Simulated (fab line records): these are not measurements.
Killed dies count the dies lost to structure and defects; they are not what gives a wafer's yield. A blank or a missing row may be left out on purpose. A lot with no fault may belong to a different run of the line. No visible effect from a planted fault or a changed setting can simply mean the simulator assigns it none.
2 desks, one fault + flow gf180mcu + numbers are kept per desk, each desk with only its own; the story behind them comes last

== THE METROLOGY DESK ==
Means of the sampled wafers that have a number, per lot and without regard to the tool the lot ran on: this is what the gauges read. If a lot's mean is further than 4 standard deviations from the usual mean, the lot is out of limits and carries the mark OUT (the distance appears in the brackets).
Columns: A = M1_ALCU_RS at GF_M1_RS_MEAS_05, usual 0.0690 ohm/sq
| lot  | first seen here | A      |
|------|-----------------|--------|
| L983 | day 16 03:28    | 0.0699 |
| L984 | day 16 14:50    | 0.0694 |
| L987 | day 18 00:40    | 0.0698 |
| L989 | day 18 21:38    | 0.0694 |
| L997 | day 21 12:49    | 0.0687 |
| L998 | day 21 21:59    | 0.0694 |
| L999 | day 22 07:17    | 0.0681 |
| L100 | day 22 15:35    | 0.0690 |
| L101 | day 23 00:48    | 0.0695 |
| L102 | day 23 08:17    | 0.0683 |
| L103 | day 23 13:10    | 0.0683 |
| L105 | day 24 05:52    | 0.0681 |
| L106 | day 24 15:07    | 0.0706 |
Result from this desk: across the 13 lots, nothing is out of limits.

== AT THE TOOL OWNER'S DESK: lithoTrack-02 ==
The tool's own readings at GF_M1_SOFTBAKE_10 (time 60 s): means of the sampled wafers that have a number, for each lot that ran on this tool. If a lot's mean is further than 4 standard deviations from the usual mean, the lot is out of limits and carries the mark OUT (the distance appears in the brackets).
Columns: A = exhaustPa at GF_M1_SOFTBAKE_10, usual 45.2 Pa; B = heaterPowerTotalW at GF_M1_SOFTBAKE_10, usual 93.06 W; C = plateTempC at GF_M1_SOFTBAKE_10, usual 129.99 C
| lot  | first seen here | A    | B               | C                 |
|------|-----------------|------|-----------------|-------------------|
| L983 | day 16 14:35    | 45.4 | 93.08           | 130.08            |
| L984 | day 17 01:56    | 44.8 | 93.10           | 130.04            |
| L987 | day 18 12:44    | 45.0 | 92.27 (-14) OUT | 129.40 (-4.2) OUT |
| L989 | day 19 09:53    | 45.4 | 92.35 (-12) OUT | 129.25 (-5.3) OUT |
| L100 | day 23 02:52    | 44.1 | 93.02           | 129.90            |
| L101 | day 23 11:58    | 45.3 | 93.03           | 129.97            |
| L105 | day 24 16:55    | 45.8 | 93.06           | 130.00            |
This desk's finding: out of limits on L987, L989; first on L987, day 18 12:44 (heaterPowerTotalW at GF_M1_SOFTBAKE_10). L983, L984, L100, L101, L105: within limits.

== PUT TOGETHER ==
The tool owner's desk had the chance to raise an alarm at day 18 12:44 on L987, L989.
Metrology desk: nothing out of limits seen.
The metrology desk holds a record of L987, L989, inside its limits.
All the named lots went through GF_M1_SOFTBAKE_10 on lithoTrack-02.

== WHAT WAS PUT IN BY THE SIMULATOR ==
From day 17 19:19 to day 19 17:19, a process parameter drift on lithoTrack-02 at GF_M1_SOFTBAKE_10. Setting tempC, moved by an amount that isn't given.
Struck lots among those shown: L987, L989.
Hours from the fault's start to each desk's first reading out of limits: the tool owner's desk, 17.
